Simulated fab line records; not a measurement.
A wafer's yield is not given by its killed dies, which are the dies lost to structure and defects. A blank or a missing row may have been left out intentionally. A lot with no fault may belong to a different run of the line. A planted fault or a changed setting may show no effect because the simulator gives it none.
Comparing a struck lot with a sound one || flow sky130 || 43 out of 708 route steps
Sound: the wafers L573.2, L573.4, L573.5. The struck wafers were L574.3, L574.4, L574.5. The cause is given at the end.
Order at every step that has rows: each side's tool, ch and its chambers, its first start. Under that, the readings that differ: sound wafers || struck wafers || difference of the means || sigmas: that difference in standard deviations of wafers without a fault.
alike: same words and numbers on both sides, and readings whose means sit less than 2 such deviations apart. not compared: any withheld reading, any reading some wafer has no value for, any bound like >300 that may hide the same value, and any number with overlapping values for which the record gives no deviation.
Wherever a step has rows on one side only, a row that says differs or no value, or a row with sigmas, the two part there. When numbers do not overlap yet have no deviation, they are printed without sigmas and do not part them. A reading missing from all wafers of one side parts the sides only when that side holds two or more wafers.

first, 8 steps without rows for these wafers: SKY_POLY_GATE_DEHYDRATE_05 (time 60 s); SKY_POLY_GATE_HMDS_06 (prime time 60 s); SKY_POLY_GATE_COAT_07 (resist thk 110 nm); SKY_POLY_GATE_COAT_08 (resist thk 450 nm); SKY_POLY_GATE_SOFTBAKE_09 (time 90 s); SKY_POLY_GATE_EXPOSE_10 (exposes mask P1M, target cd 150 nm); SKY_POLY_GATE_PEB_11; SKY_POLY_GATE_DEVELOP_12 (develop time 60 s).
SKY_POLY_GATE_CD_MEAS_13: target cd 150 nm.
  sound: cd-sem-01 at day 20 14:55; struck: cd-sem-02 at day 21 00:52
{"reading": "cd-nm (nm)", "sound": "147.7 147.7 149.2", "struck": "151.2 150.9 150.7", "difference": "+2.7", "sigmas": "+2"}
SKY_POLY_GATE_OVL_MEAS_14:
  sound: overlay-01 at day 20 15:02; struck: overlay-02 at day 21 00:58
  alike: POLY_GATE_OVL
SKY_POLY_GATE_ETCH_15: etches BARC in N2/H2, stops on SiO2, time 118.5 s, target depth 110 nm.
  sound on rie-diel-03 ch 0,1, day 20 15:04; struck on rie-diel-03 ch 1,3, day 21 00:59
  alike: drypump-motor-current-A, oes-product-au, throttle-valve-pct
  not compared: rf-hours-counter-h
SKY_POLY_GATE_ETCH_16: etches Si3N4 in CH3F/O2, stops on poly-Si, time 147.5 s, target depth 75 nm.
  sound on rie-diel-03 ch 0,1, day 20 15:08; struck on rie-diel-03 ch 1,3, day 21 01:04
{"reading": "oes-product-au (a.u.)", "sound": "0.639 0.640 0.638", "struck": "0.652 0.647 0.650", "difference": "+0.011", "sigmas": "+2"}
  alike: drypump-motor-current-A, throttle-valve-pct
  not compared: rf-hours-counter-h
SKY_POLY_GATE_ETCH_17: etches poly-Si in HBr/Cl2, stops on SiO2, target depth 180 nm, time 70.5 s.
  sound on rie-si-02 ch 0,3, day 20 15:14; struck on rie-si-01 ch 0,1,2, day 21 01:10
  alike: drypump-motor-current-A, he-backside-leak-sccm, oes-product-au, throttle-valve-pct
  not compared: rf-hours-counter-h
SKY_POLY_GATE_STRIP_18: strips in O2/N2.
  sound on plasma-asher-01 ch 0,1, day 20 15:18; struck on plasma-asher-03 ch 0,1, day 21 01:16
  alike: drypump-motor-current-A, o2-flow-sccm, oes-product-au, strip-time-to-endpoint-s
  not compared: rf-hours-counter-h
then, 2 steps without rows for these wafers: SKY_POLY_GATE_CLEAN_19 (cleans in SC1/SC2, time 150 s); SKY_POLY_GATE_OXIDATION_20 (stabilise 600 s, purge 300 s, target thk 4 nm).
SKY_POLY_GATE_THK_MEAS_21:
  sound: film-metro-03 at day 20 17:49; struck: film-metro-04 at day 21 03:44
{"reading": "POLY_GATE_OXIDATION_THK (nm)", "sound": "3.80 3.85 3.79", "struck": "4.05 3.96 3.95", "difference": "+0.17", "sigmas": "+2"}
SKY_POLY_GATE_CD_MEAS_22:
  sound: cd-sem-01 at day 20 17:53; struck: cd-sem-02 at day 21 03:50
{"reading": "cd-nm (nm)", "sound": "147.1 146.3 148.3", "struck": "150.2 151.5 150.1", "difference": "+3.4", "sigmas": "+2"}
then, 7 steps without rows for these wafers: SKY_LDD_N_DEHYDRATE_00 (time 60 s); SKY_LDD_N_HMDS_01 (prime time 60 s); SKY_LDD_N_COAT_02 (resist thk 300 nm); SKY_LDD_N_SOFTBAKE_03 (time 60 s); SKY_LDD_N_EXPOSE_04 (exposes mask NTM, target cd 840 nm); SKY_LDD_N_PEB_05; SKY_LDD_N_DEVELOP_06 (develop time 60 s).
SKY_LDD_N_OVL_MEAS_07:
  sound: overlay-02 at day 22 00:38; struck: overlay-01 at day 22 10:00
  alike: LDD_N_OVL
then, 8 steps without rows for these wafers: SKY_LDD_N_IMPLANT_08; SKY_LDD_N_IMPLANT_09; SKY_LDD_N_IMPLANT_10; SKY_LDD_N_IMPLANT_11; SKY_LDD_N_IMPLANT_12; SKY_LDD_N_IMPLANT_13; SKY_LDD_N_IMPLANT_14; SKY_LDD_N_IMPLANT_15.
SKY_LDD_N_STRIP_16: strips in O2/N2.
  sound on plasma-asher-04 ch 0,1, day 22 01:52; struck on plasma-asher-01 ch 0,1, day 22 11:16
  alike: drypump-motor-current-A, o2-flow-sccm, oes-product-au, strip-time-to-endpoint-s
  not compared: rf-hours-counter-h
SKY_LDD_N_TW_MEAS_17:
  sound: film-metro-03 at day 22 01:58; struck: film-metro-01 at day 22 11:20
  alike: LDD_N_TW
then, 6 steps without rows for these wafers: SKY_LDD_P_DEHYDRATE_00 (time 60 s); SKY_LDD_P_HMDS_01 (prime time 60 s); SKY_LDD_P_COAT_02 (resist thk 1140 nm); SKY_LDD_P_SOFTBAKE_03 (time 60 s); SKY_LDD_P_EXPOSE_04 (exposes mask PSDM, target cd 380 nm); SKY_LDD_P_PEB_05.
-- record jumps: 26 days separate the struck wafers' starts on either side; left off in module LDD_P, taken up again in module PAD_OPEN, whose first shown step is the route's number 708 --
SKY_PAD_OPEN_PROBE_99:
  sound: prober-01 at day 48 16:22; struck: prober-02 at day 48 17:25
{"reading": "killed-at-front-end", "sound": "29 13 14", "struck": "63 57 81", "difference": "+48", "sigmas": "+10"}
{"reading": "killed-dies", "sound": "105 64 89", "struck": "127 128 135", "difference": "+44", "sigmas": "+4"}
  alike: killed_at_M0_to_M3, killed_at_M4_up, killed-at-contacts, killed-at-other, killed-open, killed-short

## WHERE THEY PART
At SKY_POLY_GATE_CD_MEAS_13 first; at SKY_PAD_OPEN_PROBE_99 last (within this record only).

WHY: the cause the simulator had injected
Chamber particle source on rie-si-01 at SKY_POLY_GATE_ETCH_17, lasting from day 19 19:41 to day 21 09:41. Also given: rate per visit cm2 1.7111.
